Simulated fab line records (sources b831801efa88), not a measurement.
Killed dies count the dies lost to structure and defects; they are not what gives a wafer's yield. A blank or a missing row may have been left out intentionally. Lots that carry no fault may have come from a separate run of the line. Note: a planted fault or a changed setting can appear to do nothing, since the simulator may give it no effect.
One fault seen from 2 desks | flow gf180mcu | only its own numbers are on each desk; what lay behind them is given at the end

## METROLOGY DESK
What the gauges read for every lot (on any tool): the sampled wafers with a number, averaged. A lot is out of limits, marked OUT, if its mean lies more than 4 standard deviations from the usual mean; the brackets give that distance.
Columns: A = MVSD_RS at GF_VT_IMPLANT_RS_MEAS_46, usual 457.0 ohm/sq; B = cd-nm at GF_POLY_GATE_CD_MEAS_18, usual 280.3 nm; C = cd-nm at GF_HV_LDD_CD_MEAS_07, usual 399.8 nm
lot  | first seen here | A     | B     | C
L139 | day 7 12:49     | 457.4 | 279.7 | 402.1
L140 | day 7 20:01     | 456.5 | 276.8 | 395.5
L142 | day 8 09:24     | 456.6 | 281.1 | 399.8
L144 | day 9 02:04     | 457.0 | 280.4 | 398.3
L146 | day 9 12:41     | 456.5 | 279.7 | 398.7
L147 | day 9 22:06     | 455.3 | 280.3 | 399.3
L149 | day 10 10:45    | 457.4 | 282.7 | 401.3
L154 | day 11 20:20    | 455.9 | 280.0 | 397.2
L156 | day 12 09:16    | 457.4 | 280.8 | 396.8
L157 | day 12 16:31    | 456.6 | 280.8 | 420.4 (+9.8) OUT
L158 | day 12 20:46    | 457.4 | 281.2 | 420.0 (+9.6) OUT
L160 | day 13 13:36    | 457.7 | 279.3 | 400.7
L162 | day 14 01:41    | 455.0 | 279.2 | 420.2 (+9.7) OUT
This desk's finding: out of limits on L157, L158, L162; first on L157, day 15 17:42 (cd-nm at GF_HV_LDD_CD_MEAS_07). Within limits: L139, L140, L142, L144, L146, L147, L149, L154, L156, L160.

## AT THE TOOL OWNER'S DESK: litho-track-02
The tool's own readings at GF_HV_LDD_DEVELOP_06 (develop time 60 s): means of the sampled wafers that have a number, for each lot that ran on this tool. A lot is out of limits, marked OUT, if its mean lies more than 4 standard deviations from the usual mean; the brackets give that distance.
Columns: A = exhaust-pa at GF_HV_LDD_DEVELOP_06, usual 44.9 Pa
lot  | first seen here | A
L139 | day 10 00:10    | 45.2
L144 | day 11 19:31    | 44.5
L146 | day 12 05:41    | 44.7
L154 | day 14 17:11    | 44.8
L157 | day 15 17:34    | 45.5
L158 | day 15 19:34    | 44.8
L162 | day 17 02:11    | 43.8
Finding of this desk: none of the 7 lots has anything out of limits.

## BROUGHT TOGETHER
An alarm was possible from the metrology desk at day 15 17:42, on L157, L158, L162.
The tool owner's desk saw nothing out of limits.
The tool owner's desk has L157, L158, L162 on record, within its limits.
GF_HV_LDD_DEVELOP_06 was run on litho-track-02 by each of the lots named.

## WHAT HAD BEEN PUT IN BY THE SIMULATOR
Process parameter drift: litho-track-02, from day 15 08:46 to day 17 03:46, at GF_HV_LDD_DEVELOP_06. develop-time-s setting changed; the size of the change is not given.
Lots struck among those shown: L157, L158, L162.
Time in hours between the start of the fault and the first out-of-limits reading at each desk: metrology desk, 9.
